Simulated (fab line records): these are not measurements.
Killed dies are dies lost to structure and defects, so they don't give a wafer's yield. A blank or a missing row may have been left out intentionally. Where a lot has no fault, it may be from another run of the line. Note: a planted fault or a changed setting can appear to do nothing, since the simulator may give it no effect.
Which tool did it?	flow sky130	13 lots, 39 wafers sampled, at 2 steps of a route of 708

## WHAT THE GAUGES READ, wafer by wafer
SKY_VIA3_THK_MEAS_23: measures by xrf. Usual: VIA3_W_THK 396 nm, standard deviation 7.9.
lot	measured	on	VIA3_W_THK (nm)	flag
L919	day 40 02:41	film-metro-01	403 399 395	
L920	day 40 16:53	film-metro-02	390 389 390	
L921	day 40 20:48	film-metro-02	385 388 391	
L923	day 41 15:05	film-metro-04	408 400 408	
L925	day 42 11:07	film-metro-02	410 389 406	
L927	day 42 19:50	film-metro-01	398 404 402	
L928	day 42 23:26	film-metro-04	410 397 411	
L929	day 43 14:36	film-metro-01	391 392 404	
L931	day 44 02:45	film-metro-04	395 396 395	
L933	day 44 05:23	film-metro-02	399 385 397	
L938	day 45 06:52	film-metro-01	394 395 398	
L940	day 45 17:16	film-metro-01	402 417 399	
L942	day 46 08:11	film-metro-01	388 394 395	

## TOOL THAT RAN EACH LOT (tool first, then ch and the chambers of the sampled wafers, then the start)
lot	SKY_VT_ADJUST_LVTN_STRIP_20
L919	plasma-asher-03 ch 0,1, day 8 04:24
L920	plasma-asher-02 ch 0,1, day 8 18:18
L921	plasma-asher-01 ch 0,1, day 8 20:40
L923	plasma-asher-01 ch 0,1, day 9 11:43
L925	plasma-asher-02 ch 0,1, day 10 01:05
L927	plasma-asher-01 ch 0,1, day 10 15:26
L928	plasma-asher-01 ch 0,1, day 10 15:53
L929	plasma-asher-01 ch 0,1, day 11 14:09
L931	plasma-asher-01 ch 0,1, day 11 23:29
L933	plasma-asher-02 ch 0,1, day 12 04:42
L938	plasma-asher-02 ch 0,1, day 13 04:27
L940	plasma-asher-03 ch 0,1, day 13 19:07
L942	plasma-asher-01 ch 0,1, day 14 11:43
- SKY_VT_ADJUST_LVTN_STRIP_20: strips in O2/N2.

## AS READ BY THE TOOLS THEMSELVES (means over the sampled wafers that have a number; for cases with no such wafer, the mark the record gives instead)
SKY_VT_ADJUST_LVTN_STRIP_20. Usual: drypump-motor-current-A 5.6 A, standard deviation 0.42; n2-flow-sccm 300.1 sccm, standard deviation 0.89; oes-product-au 0.716 a.u., standard deviation 0.004; strip-time-to-endpoint-s 14.18 s, standard deviation 0.043.
lot	tool	drypump-motor-current-A (A)	n2-flow-sccm (sccm)	oes-product-au (a.u.)	strip-time-to-endpoint-s (s)	flag
L919	plasma-asher-03	5.3	300.9	0.713	14.14	
L920	plasma-asher-02	6.0	300.4	0.720	14.26	
L921	plasma-asher-01	5.3	300.2	0.714	14.19	
L923	plasma-asher-01	5.4	300.4	0.719	14.16	
L925	plasma-asher-02	5.7	301.3	0.717	14.14	
L927	plasma-asher-01	5.4	299.3	0.718	14.22	
L928	plasma-asher-01	5.3	300.5	0.711	14.15	
L929	plasma-asher-01	5.4	299.7	0.712	14.20	
L931	plasma-asher-01	5.3	299.8	0.719	14.16	
L933	plasma-asher-02	6.1	300.0	0.718	14.17	
L938	plasma-asher-02	6.0	300.1	0.715	14.15	
L940	plasma-asher-03	5.4	300.5	0.721	14.23	
L942	plasma-asher-01	5.4	298.8	0.712	14.13	

## THE ANSWER, worked out from the rows above alone
Rule: take the mean of a lot's wafers that have a number; if it is more than 3 standard deviations from the usual mean, the lot is off. A lot without any number at a reading at which 4 lots or more have one is off too. Where the step has rows for the other lots, those lots are counted as sound. After the gauges, taken in route order, come the tools' own readings; for these a lot's mean is taken, as printed above. At the first step where some lot is off, the reading lying furthest off is the one used; lots without a number count as furthest.
No lot is off at any reading shown: from this, nothing can be told.

## WHAT WAS PUT IN BY THE SIMULATOR
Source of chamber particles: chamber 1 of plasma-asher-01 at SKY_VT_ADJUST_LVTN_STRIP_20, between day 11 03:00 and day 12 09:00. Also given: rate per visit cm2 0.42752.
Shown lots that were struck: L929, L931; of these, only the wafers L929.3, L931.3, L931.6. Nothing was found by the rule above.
